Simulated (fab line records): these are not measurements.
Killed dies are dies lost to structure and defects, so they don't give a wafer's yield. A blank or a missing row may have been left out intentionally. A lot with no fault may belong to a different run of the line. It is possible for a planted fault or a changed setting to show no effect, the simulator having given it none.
Matching of chambers / flow sky130 / 3 sister chambers for SKY_LI_CONTACT_HDPCVD_00 on hdpcvd-01
The step deposits PSG, target thk 930 nm, time 155 s. 14 wafers are shown with their chamber, then 7 later ones without.

## WAFERS PAIRED WITH THEIR CHAMBERS
wafer=L246.1; chamber=1; run length s (s)=182.0
wafer=L246.2; chamber=2; run length s (s)=183.4
wafer=L246.4; chamber=2; run length s (s)=183.0
wafer=L253.2; chamber=2; run length s (s)=183.1
wafer=L253.3; chamber=1; run length s (s)=182.1
wafer=L253.4; chamber=2; run length s (s)=183.3
wafer=L254.3; chamber=1; run length s (s)=182.5
wafer=L254.4; chamber=1; run length s (s)=181.8
wafer=L254.6; chamber=0; run length s (s)=183.1
wafer=L259.1; chamber=0; run length s (s)=183.3
wafer=L259.3; chamber=2; run length s (s)=183.6
wafer=L259.4; chamber=1; run length s (s)=181.8
wafer=L261.1; chamber=1; run length s (s)=182.0
wafer=L261.4; chamber=1; run length s (s)=182.2

SIGNATURES (averages over the wafers above)
reading=run length s; chamber 0=183.200; chamber 1=182.057; chamber 2=183.280; scatter within a chamber=0.235
Rule: a wafer lies at a distance from a chamber equal to the root of the sum of squares, over the readings, of (its reading less the chamber's mean, divided by the reading's scatter). The wafer belongs to the nearest chamber; if the next one is less than 2 further off, it can't be placed. The scatter: take each reading less its chamber's mean, square it, sum over the shown wafers, divide by the number of wafers less the number of chambers, and take the root.

## WAFERS MISSING THEIR CHAMBER
wafer=L261.6; run length s (s)=183.0
wafer=L264.2; run length s (s)=183.9
wafer=L264.4; run length s (s)=181.8
wafer=L264.6; run length s (s)=182.8
wafer=L267.2; run length s (s)=182.5
wafer=L267.4; run length s (s)=182.9
wafer=L267.5; run length s (s)=183.1

## EACH ONE'S CHAMBER
wafer=L261.6; from the rows above=can't be placed: 0 or 2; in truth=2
wafer=L264.2; from the rows above=can't be placed: 2 or 0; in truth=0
wafer=L264.4; from the rows above=1; in truth=1
wafer=L264.6; from the rows above=can't be placed: 0 or 2 or 1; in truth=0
wafer=L267.2; from the rows above=can't be placed: 1 or 0 or 2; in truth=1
wafer=L267.4; from the rows above=can't be placed: 0 or 2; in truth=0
wafer=L267.5; from the rows above=can't be placed: 0 or 2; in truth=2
Placed correctly: 1 of 7. Unplaceable from these rows: 6, with the true chamber sitting among the candidates in 6. Number placed wrongly: 0.
